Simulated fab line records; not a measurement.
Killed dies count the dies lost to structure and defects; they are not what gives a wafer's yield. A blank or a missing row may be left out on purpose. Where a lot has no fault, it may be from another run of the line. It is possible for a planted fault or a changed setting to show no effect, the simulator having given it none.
The same fault as seen by 2 desks | flow gf180mcu | each desk has only its own numbers; what lay behind them comes last

AT THE METROLOGY DESK
What the gauges read for every lot (on any tool): the sampled wafers with a number, averaged. A lot is out of limits, marked OUT, if its mean lies more than 4 standard deviations from the usual mean; the brackets give that distance.
Columns: A = cdNm at GF_STI_CD_MEAS_12, usual 220.0 nm; B = M1_ALCU_THK at GF_M1_THK_MEAS_06, usual 462 nm
lot  | first seen here | A               | B
L489 | day 2 12:40     | 219.6           | 458
L490 | day 2 16:27     | 218.4           | 464
L491 | day 2 20:52     | 222.1           | 463
L492 | day 3 05:47     | 217.9           | 458
L495 | day 3 20:42     | 317.2 (+69) OUT | -
L496 | day 4 00:17     | 317.1 (+69) OUT | -
L497 | day 4 06:00     | 218.3           | 471
L503 | day 5 11:59     | 219.3           | 458
L504 | day 5 17:19     | 219.9           | 462
L505 | day 5 21:55     | 221.5           | 464
L506 | day 6 02:20     | 221.7           | 461
L508 | day 6 13:41     | 220.7           | 468
L510 | day 7 00:11     | 219.4           | 458
This desk's finding: out of limits on L495, L496; first on L495, day 3 20:42 (cdNm at GF_STI_CD_MEAS_12). L489, L490, L491, L492, L497, L503, L504, L505, L506, L508, L510 stayed within limits.

DESK OF THE TOOL OWNER: lithoTrack-03
The tool's own readings at GF_STI_PEB_10 (peb time 90 s): means of the sampled wafers that have a number, for each lot that ran on this tool. A lot is out of limits, marked OUT, if its mean lies more than 4 standard deviations from the usual mean; the brackets give that distance.
Columns: A = heaterPowerTotalW at GF_STI_PEB_10, usual 85.70 W; B = plateTempC at GF_STI_PEB_10, usual 134.96 C
lot  | first seen here | A                       | B
L490 | day 2 16:06     | 85.71                   | 134.98
L491 | day 2 20:33     | 85.73                   | 134.87
L495 | day 3 20:21     | 72.61 (-99 or more) OUT | 118.92 (-99 or more) OUT
L496 | day 3 23:58     | 72.53 (-99 or more) OUT | 118.99 (-99 or more) OUT
This desk's finding: out of limits on L495, L496; first on L495, day 3 20:21 (heaterPowerTotalW at GF_STI_PEB_10). L490, L491 stayed within limits.

ALL TOGETHER
The tool owner's desk had the chance to raise an alarm at day 3 20:21 on L495, L496.
Metrology desk: alarm possible at day 3 20:42 on L495, L496.
On lithoTrack-03, each named lot ran GF_STI_PEB_10.

WHAT THE SIMULATOR HAD PUT IN
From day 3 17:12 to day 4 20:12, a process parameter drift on lithoTrack-03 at GF_STI_PEB_10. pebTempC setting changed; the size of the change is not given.
Struck lots among those shown: L495, L496.
Delay (hours) between the fault's onset and each desk's first out-of-limits reading: 3 at the tool owner's desk, 4 at the metrology desk.
